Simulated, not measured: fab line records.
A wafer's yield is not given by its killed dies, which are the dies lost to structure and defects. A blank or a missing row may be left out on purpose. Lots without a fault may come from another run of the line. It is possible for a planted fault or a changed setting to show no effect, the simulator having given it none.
fab line records	flow sky130
[record] lots = 6	wafers = 16	last-day = 50
route steps=708 shown LI_CONTACT@371 LOCAL_INTERCONNECT@387 PAD_OPEN@708
lots untouched by any fault: they come from a run of this same line in which no faults occurred
start-h: hours from the record's opening day to when the first of the lot's shown wafers began	wait-h: hours since the lot's step before	" identical to the entry in the row above	L1.1+2: a single row standing in for several wafers	- no value, or no start was given	* or withheld: withheld	< > ~ a bound
route shown NAME@n: NAME is a module with steps in the file, n the number in the route of the first one	usual: mean/standard deviation of fault-free wafers	same: alike in all rows	chamber/n: place in a boat	sites: per-site readings	_std_site: the standard deviation of these	_edge_site: mean of outer sites minus mean of inner sites	radius-mm: how far each site lies from the wafer's centre	mask NAME#n: copy n	behind: the most recent tool/chamber to have shaped the wafer	hold: the reason the lot was held/the length of the hold in hours/how it ended	device: whichever transistor did not switch (one of n, p or np)	end of line: tests of these same wafers at the route's end	step lacking rows: just its recipe	killed: dies that structure and defects cost at the first sort, which is not the same as the wafer's yield	map: dies across one wafer; x = killed, . = not, _ = none there
set.NAME: the setting as run; set.NAME@STEP: as run at that earlier step	model.NAME: the simulator's own value behind a step, which no gauge read
lots at selected steps of the route; one table per step, one row per wafer
services: from which hour (start-h, from the record's first day; less than 0 if before it) a tool's chamber was out of use, for how many hours, and why
[[steps]]
[step SKY_LI_CONTACT_EXPOSE_09]
[recipe] mask-id = LICM1	na = 0.8	source-shape = annular	sigma-inner = 0.55	sigma-outer = 0.85	target-cd-nm = 170	dose-mj = 38
[step SKY_LI_CONTACT_PEB_10]
[recipe] peb-temp-c = withheld	peb-time-s = withheld	resist = KrF-thick
[step SKY_LI_CONTACT_DEVELOP_11]
[recipe] develop-time-s = 60	resist = KrF-thick	dev-temp-c = 21
[step SKY_LI_CONTACT_CD_MEAS_12]
[recipe] target-cd-nm = 170
[usual] cd-nm = 170.4/1.9
lot.wafer	tool	chamber	start-h	wait-h	cd-nm
L432.1	cd-sem-01	-	750.86	-	168.2
L432.3	"	-	"	"	168.9
L432.4	"	-	"	"	167.9
L434.2	cd-sem-01	-	768.53	-	169.3
L434.3	"	-	"	"	168.7
L434.4	"	-	"	"	169.7
L435.2	cd-sem-02	-	773.98	-	174.2
L435.4	"	-	"	"	173.1
L435.6	"	-	"	"	174.3
L438.1	cd-sem-01	-	822.87	-	172.2
L438.4	"	-	"	"	171.3
L438.5	"	-	"	"	170.9
L447.2	cd-sem-02	-	866.47	-	172.3
L447.3	"	-	"	"	171.1
L448.2	cd-sem-01	-	871.12	-	173.9
L448.3	"	-	"	"	174.3
[step SKY_LI_CONTACT_OVL_MEAS_13]
[usual] LI_CONTACT_OVL = -1/5.6
lot.wafer	tool	chamber	start-h	wait-h	LI_CONTACT_OVL[nm]
L432.1	overlay-02	-	750.98	0.1	-10
L432.3	"	-	"	"	-6
L432.4	"	-	"	"	-13
L434.2	overlay-01	-	768.64	0.1	9
L434.3	"	-	"	"	12
L434.4	"	-	"	"	12
L435.2	overlay-02	-	774.09	0.1	-5
L435.4	"	-	"	"	-2
L435.6	"	-	"	"	-9
L438.1	overlay-02	-	822.99	0.1	1
L438.4	"	-	"	"	6
L438.5	"	-	"	"	2
L447.2	overlay-02	-	866.58	0.1	0
L447.3	"	-	"	"	0
L448.2	overlay-01	-	871.23	0.1	-2
L448.3	"	-	"	"	0
[step SKY_LI_CONTACT_ETCH_14]
[recipe] chemistry = N2/H2	target = BARC	ion-energy-ev = 200	source-w = 500	bias-w = 100	pressure-mtorr = 30	n2-flow-sccm = 100	h2-flow-sccm = 200	stop-on = SiO2	time-s = 45.9	target-depth-a = 600
[usual] drypump-motor-current-A = 5.8/0.41	oes-product-au = 0.854/0.0047	throttle-valve-pct = 13.225/0.0098
lot.wafer	tool	chamber	start-h	wait-h	drypump-motor-current-A	oes-product-au	rf-hours-counter-h	throttle-valve-pct
L432.1	rie-diel-02	0	751.02	0.0	5.1	0.862	6	13.227
L432.3	"	3	"	"	5.9	0.846	7	13.247
L432.4	"	2	"	"	5.6	0.849	22	13.218
L434.2	rie-diel-02	0	768.67	0.0	5.1	0.857	7	13.225
L434.3	"	2	"	"	5.6	0.852	23	13.231
L434.4	"	3	"	"	5.9	0.851	8	13.229
L435.2	rie-diel-04	3	774.12	0.0	6.5	0.862	9	13.235
L435.4	"	2	"	"	5.8	0.857	15	13.228
L435.6	"	2	"	"	5.8	0.857	-	13.205
L438.1	rie-diel-04	3	823.03	0.0	6.4	0.852	11	13.218
L438.4	"	0	"	"	6.0	0.855	-	13.228
L438.5	"	2	"	"	5.8	0.856	-	13.226
L447.2	rie-diel-03	3	866.61	0.0	5.1	0.860	6	13.231
L447.3	"	2	"	"	5.9	0.858	12	13.215
L448.2	rie-diel-02	3	871.26	0.0	5.9	0.848	11	13.221
L448.3	"	0	"	"	5.1	0.856	10	13.231
[step SKY_LI_CONTACT_ETCH_15]
[recipe] target = PSG	chemistry = C4F8/O2/Ar	stop-on = Si	taper-deg = 4.15	mask-material = KrF-thick	source-w = 1500	bias-w = 1200	pressure-mtorr = 40	c4f8-flow-sccm = withheld	O2_flow_sccm = 6	Ar_flow_sccm = 300	time-s = withheld	target-depth-a = 6000
[step SKY_LI_CONTACT_STRIP_16]
[recipe] chemistry = O2/N2	power-w = 1400	pressure-mtorr = 1500	platen-temp-c = withheld	o2-flow-sccm = 3000	n2-flow-sccm = 300	overash-fraction = 0.5
[usual] drypump-motor-current-A = 5.9/0.41	oes-product-au = 0.376/0.0046	strip-time-to-endpoint-s = 3.494/0.026
lot.wafer	tool	chamber	start-h	wait-h	drypump-motor-current-A	oes-product-au	rf-hours-counter-h	strip-time-to-endpoint-s
L432.1	plasma-asher-03	0	751.15	-	5.8	0.375	59	3.528
L432.3	"	0	"	"	5.7	0.374	-	3.493
L432.4	"	1	"	"	5.3	0.380	-	3.524
L434.2	plasma-asher-01	1	768.80	-	5.9	0.378	2	3.527
L434.3	"	1	"	"	5.9	0.382	-	3.510
L434.4	"	0	"	"	5.4	0.377	-	3.496
L435.2	plasma-asher-02	1	774.25	-	6.3	0.376	95	3.512
L435.4	"	0	"	"	6.4	0.371	-	3.474
L435.6	"	1	"	"	6.3	0.378	-	3.533
L438.1	plasma-asher-03	1	823.15	-	5.3	0.379	66	3.523
L438.4	"	0	"	"	5.8	0.379	-	3.476
L438.5	"	1	"	"	5.3	0.379	-	3.493
L447.2	plasma-asher-03	0	866.74	-	5.8	0.378	72	3.498
L447.3	"	0	"	"	5.7	0.377	-	3.505
L448.2	plasma-asher-02	0	871.39	-	6.4	0.379	105	3.494
L448.3	"	0	"	"	6.4	0.378	-	3.516
[step SKY_LI_CONTACT_CLEAN_17]
[recipe] chemistry = NMP	time-s = 600	temp-c = 60	dry = n2-spin
[step SKY_LI_CONTACT_PRE_CLEAN_18]
[recipe] gas = Ar	time-s = 5.6	bias-v = 358
[step SKY_LI_CONTACT_SPUTTER_19]
[recipe] material = Ti	target-thk-nm = 20	chamber-pressure-pa = 5	power-w = 2500	substrate-temp-c = 200	time-s = 106.37
[usual] throttle-valve-pct = 30.0/1.1
lot.wafer	tool	chamber	start-h	wait-h	throttle-valve-pct
L432.1	pvd-sputter-02	-	751.44	0.0	28.9
L432.3	"	-	"	"	30.4
L432.4	"	-	"	"	31.6
L434.2	pvd-sputter-02	-	769.11	0.0	31.6
L434.3	"	-	"	"	29.5
L434.4	"	-	"	"	28.4
L435.2	pvd-sputter-03	-	774.54	0.0	30.9
L435.4	"	-	"	"	31.2
L435.6	"	-	"	"	29.7
L438.1	pvd-sputter-02	-	823.47	0.0	29.3
L438.4	"	-	"	"	31.4
L438.5	"	-	"	"	29.3
L447.2	pvd-sputter-04	-	867.03	0.0	29.6
L447.3	"	-	"	"	31.3
L448.2	pvd-sputter-02	-	871.68	0.0	28.1
L448.3	"	-	"	"	31.4
[step SKY_LI_CONTACT_SPUTTER_20]
[recipe] material = TiN	target-thk-nm = 20	chamber-pressure-pa = 5	power-w = 4000	time-s = 80
[usual] throttle-valve-pct = 30.0/1.1
lot.wafer	tool	chamber	start-h	wait-h	throttle-valve-pct
L432.1	pvd-sputter-02	-	751.52	0.0	29.1
L432.3	"	-	"	"	30.5
L432.4	"	-	"	"	31.5
L434.2	pvd-sputter-02	-	769.18	0.0	31.6
L434.3	"	-	"	"	29.3
L434.4	"	-	"	"	28.4
L435.2	pvd-sputter-03	-	774.63	0.0	30.5
L435.4	"	-	"	"	30.9
L435.6	"	-	"	"	29.5
L438.1	pvd-sputter-02	-	823.54	0.0	29.1
L438.4	"	-	"	"	31.6
L438.5	"	-	"	"	29.3
L447.2	pvd-sputter-04	-	867.11	0.0	29.7
L447.3	"	-	"	"	30.8
L448.2	pvd-sputter-02	-	871.76	0.0	28.4
L448.3	"	-	"	"	31.4
[step SKY_LI_CONTACT_CVD_21]
[recipe] material = W	target-thk-nm = 400	time-s = 120.56	temp-c = 400	pressure-torr = 40
[usual] heater-power-w = 836/78
lot.wafer	tool	chamber	start-h	wait-h	heater-power-w	model.W_of_LI_CONTACT_CVD_21.thk-nm
L432.1	cvd-w-02	1	751.58	0.0	797	395.7
L432.3	"	0	"	"	951	390.4
L432.4	"	1	"	"	780	390.8
L434.2	cvd-w-02	1	769.24	0.0	793	396.7
L434.3	"	1	"	"	790	397.5
L434.4	"	0	"	"	971	397.3
L435.2	cvd-w-01	1	774.70	0.0	775	400.9
L435.4	"	0	"	"	789	399.3
L435.6	"	0	"	"	781	399.7
L438.1	cvd-w-02	0	823.60	0.0	979	398.5
L438.4	"	1	"	"	818	401.2
L438.5	"	1	"	"	785	402.7
L447.2	cvd-w-02	1	867.17	0.0	813	429.2
L447.3	"	1	"	"	798	398.6
L448.2	cvd-w-02	1	871.86	0.1	814	433.5
L448.3	"	1	"	"	810	394.6
[step SKY_LI_CONTACT_RS_MEAS_22]
[recipe] thk-meas-gauge = four-point-probe	reads = W_of_LI_CONTACT_CVD_21+TiN_of_LI_CONTACT_SPUTTER_20+Ti_of_LI_CONTACT_SPUTTER_19
[usual] LI_CONTACT_W_RS = 0.2860/0.0027
lot.wafer	tool	chamber	start-h	wait-h	LI_CONTACT_W_RS[ohm/sq]
L432.1	film-metro-03	-	751.70	0.1	0.2878
L432.3	"	-	"	"	0.2916
L432.4	"	-	"	"	0.2915
L434.2	film-metro-03	-	769.39	0.1	0.2874
L434.3	"	-	"	"	0.2873
L434.4	"	-	"	"	0.2865
L435.2	film-metro-02	-	774.84	0.1	0.2840
L435.4	"	-	"	"	0.2844
L435.6	"	-	"	"	0.2848
L438.1	film-metro-02	-	823.73	0.1	0.2852
L438.4	"	-	"	"	0.2835
L438.5	"	-	"	"	0.2835
L447.2	film-metro-02	-	867.32	0.1	0.2646
L447.3	"	-	"	"	0.2853
L448.2	film-metro-04	-	872.09	0.2	0.2633
L448.3	"	-	"	"	0.2892
[step SKY_LI_CONTACT_THK_MEAS_23]
[recipe] thk-meas-gauge = xrf	reads = W_of_LI_CONTACT_CVD_21
[usual] LI_CONTACT_W_THK = 404/4.9
lot.wafer	tool	chamber	start-h	wait-h	LI_CONTACT_W_THK[nm]
L432.1	film-metro-03	-	751.82	0.1	402
L432.3	"	-	"	"	394
L432.4	"	-	"	"	395
L434.2	film-metro-03	-	769.50	0.1	404
L434.3	"	-	"	"	400
L434.4	"	-	"	"	403
L435.2	film-metro-02	-	774.95	0.1	406
L435.4	"	-	"	"	405
L435.6	"	-	"	"	402
L438.1	film-metro-02	-	823.85	0.1	399
L438.4	"	-	"	"	402
L438.5	"	-	"	"	403
L447.2	film-metro-02	-	867.43	0.1	435
L447.3	"	-	"	"	402
L448.2	film-metro-04	-	872.20	0.1	449
L448.3	"	-	"	"	409
[step SKY_LI_CONTACT_CMP_24]
[recipe] stop-on = PSG	t-overpolish-s = 20	down-force-psi = 3.5	platen-rpm = 60	target-thk-nm = 0	pad-velocity-m-s = 0.94248
[usual] motor-current-A = 11.2/1	slurry-flow-ml-min = 150.1/0.47	time-to-endpoint-s = 95.6/3
lot.wafer	tool	chamber	start-h	wait-h	motor-current-A	slurry-flow-ml-min	time-to-endpoint-s
L432.3	cmp-02	3	751.93	0.1	11.3	150.3	97.8
L432.4	"	0	"	"	10.7	150.3	95.6
L432.1	"	1	"	"	10.3	150.7	97.1
L434.2	cmp-02	1	769.75	0.2	10.1	150.3	92.2
L434.3	"	2	"	"	12.4	149.9	88.6
L434.4	"	3	"	"	12.0	150.6	90.5
L435.2	cmp-02	3	775.05	0.1	11.7	150.5	91.4
L435.4	"	1	"	"	9.6	150.5	95.2
L435.6	"	3	"	"	11.9	150.4	95.6
L438.1	cmp-02	1	823.96	0.1	10.0	150.1	95.6
L438.4	"	2	"	"	12.6	150.4	95.7
L438.5	"	1	"	"	9.4	149.9	94.6
L447.3	cmp-02	1	867.58	0.1	9.8	150.1	99.6
L447.2	"	2	"	"	12.9	150.8	100.9
L448.3	cmp-02	1	872.35	0.1	10.2	150.5	96.0
L448.2	"	2	"	"	12.9	150.3	106.0
[step SKY_LOCAL_INTERCONNECT_SPUTTER_00]
[recipe] material = TiN	target-thk-nm = 100	temp-c = 300	power-w = 6500	time-s = 83.3	chamber-pressure-pa = 0.4
[usual] throttle-valve-pct = 30.2/1.3
lot.wafer	tool	chamber	start-h	wait-h	throttle-valve-pct
L432.1	pvd-sputter-03	-	752.18	0.1	31.0
L432.3	"	-	"	"	30.8
L432.4	"	-	"	"	29.0
L434.2	pvd-sputter-01	-	770.00	0.2	30.1
L434.3	"	-	"	"	32.9
L434.4	"	-	"	"	28.7
L435.2	pvd-sputter-01	-	775.30	0.2	29.7
L435.4	"	-	"	"	28.4
L435.6	"	-	"	"	32.8
L438.1	pvd-sputter-04	-	824.21	0.2	29.6
L438.4	"	-	"	"	31.2
L438.5	"	-	"	"	31.0
L447.2	pvd-sputter-04	-	867.78	0.1	29.5
L447.3	"	-	"	"	29.3
L448.2	pvd-sputter-04	-	872.55	0.1	30.9
L448.3	"	-	"	"	30.0
[step SKY_PAD_OPEN_PROBE_99]
[usual] killed_at_M0_to_M3 = 43/6.6	killed_at_M4_up = 3.2/1.8	killed-at-contacts = 24/5	killed-at-front-end = 15/4.5	killed-at-other = 0.2/0.46	killed-dies = 86/8.8	killed-open = 48/6.6	killed-short = 38/6.1
[same] gross-dies = 492	killed-at-back-side = 0
lot.wafer	tool	chamber	start-h	wait-h	killed_at_M0_to_M3	killed_at_M4_up	killed-at-contacts	killed-at-front-end	killed-at-other	killed-dies	killed-open	killed-short
L432.1	prober-01	-	1128.83	0.1	46	2	21	20	1	90	43	47
L432.3	prober-01	-	1128.93	0.2	34	4	23	18	1	80	43	37
L434.2	prober-02	-	1139.84	0.1	37	3	27	17	1	85	48	37
L434.3	prober-02	-	1139.89	0.2	43	7	33	15	0	98	61	37
L434.4	prober-02	-	1139.94	0.2	50	6	27	11	0	94	51	43
L435.2	prober-01	-	1146.44	0.1	44	5	25	7	0	81	47	34
L447.2	prober-01	-	1208.88	0.1	40	5	20	19	0	84	43	41
L447.3	prober-01	-	1208.93	0.2	50	6	22	6	1	85	39	46
// killed by level:class
L432.1 METAL2:geometric-particle:short=9 VIA1:geometric-particle:open=7 LI_CONTACT:geometric-particle:open=6 CONTACT:geometric-particle:open=6 VIA2:geometric-particle:open=6 FIELD_ISO:geometric-particle:open=5 POLY_GATE:geometric-particle:short=5 CONTACT:geometric-particle:short=5
L432.3 VIA1:geometric-particle:open=12 CONTACT:geometric-particle:open=11 FIELD_ISO:geometric-particle:short=8 CONTACT:geometric-particle:short=6 VIA2:geometric-particle:open=6 FIELD_ISO:geometric-particle:open=4 METAL1:geometric-particle:short=4 METAL4:geometric-particle:short=4
L434.2 CONTACT:geometric-particle:open=11 VIA1:geometric-particle:open=11 LI_CONTACT:geometric-particle:open=7 FIELD_ISO:geometric-particle:open=6 VIA1:geometric-particle:short=6 FIELD_ISO:geometric-particle:short=5 VIA3:geometric-particle:open=4 LOCAL_INTERCONNECT:geometric-particle:short=3
L434.3 LI_CONTACT:geometric-particle:open=15 VIA1:geometric-particle:open=10 POLY_GATE:geometric-particle:open=8 CONTACT:geometric-particle:open=7 VIA1:geometric-particle:short=6 VIA2:geometric-particle:open=6 VIA3:geometric-particle:open=5 METAL4:geometric-particle:short=5
L434.4 CONTACT:geometric-particle:open=11 VIA2:geometric-particle:open=10 VIA1:geometric-particle:open=9 VIA3:geometric-particle:open=8 LI_CONTACT:geometric-particle:open=7 METAL1:geometric-particle:short=6 CONTACT:geometric-particle:short=5 METAL2:geometric-particle:short=5
L435.2 VIA1:geometric-particle:open=10 VIA3:geometric-particle:open=10 CONTACT:geometric-particle:open=8 METAL1:geometric-particle:short=7 CONTACT:geometric-particle:short=5 LI_CONTACT:geometric-particle:open=5 LOCAL_INTERCONNECT:geometric-particle:short=5 FIELD_ISO:geometric-particle:open=4
L447.2 CONTACT:geometric-particle:open=11 POLY_GATE:geometric-particle:open=6 METAL1:geometric-particle:short=6 VIA1:geometric-particle:short=6 VIA3:geometric-particle:open=6 VIA2:geometric-particle:open=5 FIELD_ISO:geometric-particle:open=4 VIA2:geometric-particle:short=4
L447.3 VIA1:geometric-particle:open=16 METAL1:geometric-particle:short=10 LOCAL_INTERCONNECT:geometric-particle:short=7 METAL2:geometric-particle:short=6 METAL4:geometric-particle:short=6 LI_CONTACT:geometric-particle:open=5 LI_CONTACT:geometric-particle:short=4 CONTACT:geometric-particle:short=4
[[services]]
tool	chamber	start-h	hours	kind
pvd-sputter-04	-	732.44	9.8	repair
rie-diel-03	1	733.02	5.2	repair
plasma-asher-01	-	733.75	9.0	pm
plasma-asher-01	0	733.75	9.0	vent-cycle
plasma-asher-01	1	733.75	9.0	vent-cycle
plasma-asher-01	0	742.75	-	clean
plasma-asher-01	1	742.75	-	clean
pvd-sputter-04	-	758.12	4.4	repair
pvd-sputter-04	-	762.76	1.7	repair
cmp-02	-	763.09	6.6	pm
rie-diel-02	-	768.15	0.4	repair
rie-diel-03	-	780.82	4.3	pm
cvd-w-02	1	781.26	3.2	repair
rie-diel-03	3	785.55	7.8	repair
rie-diel-03	-	797.78	0.4	repair
pvd-sputter-02	-	798.59	4.2	repair
rie-diel-04	2	801.32	11.2	repair
pvd-sputter-01	-	808.68	3.4	repair
rie-diel-04	1	810.29	6.7	repair
cmp-02	-	816.19	2.3	repair
rie-diel-04	1	819.86	10.0	repair
pvd-sputter-01	-	828.97	0.7	repair
plasma-asher-02	-	835.97	7.1	repair
cvd-w-02	0	867.46	11.8	repair
[[key]]
[first-sign] step = SKY_LI_CONTACT_RS_MEAS_22	reading = LI_CONTACT_W_RS	direction = down	sigmas = 8.2	usual = 0.2860	struck = 0.2640
[effect] step = SKY_LI_CONTACT_THK_MEAS_23	reading = LI_CONTACT_W_THK	direction = up	sigmas = 7.7	usual = 404	struck = 442
[effect] step = SKY_LI_CONTACT_CMP_24	reading = time-to-endpoint-s	direction = up	sigmas = 2.6	usual = *	struck = *
[model-effect] step = SKY_LI_CONTACT_CVD_21	value = W_of_LI_CONTACT_CVD_21.thk-nm	without = 393.7	struck = 431.3
met-at SKY_LI_CONTACT_CVD_21
struck-wafers L447.2,L448.2
tester-left-out L447,L448
onset-between 823.60 867.17
[fault] kind = process-parameter-drift	tool = cvd-w-02	chamber = -	onset-h = 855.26	steps = SKY_LI_CONTACT_CVD_21	channel = target-thk-nm	offset = 37.586	shape = step	end-h = 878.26	scope = struck-wafers-only	acts-in = these-recipes-only	stated = 400
// tester-left-out: of these lots the tester's yield and bins aren't shown, on N5 and GAA mostly nor the transistor test; their killed dies are dies lost to structure and defects alone, not to doping, threshold or leakage, so they don't give the yield
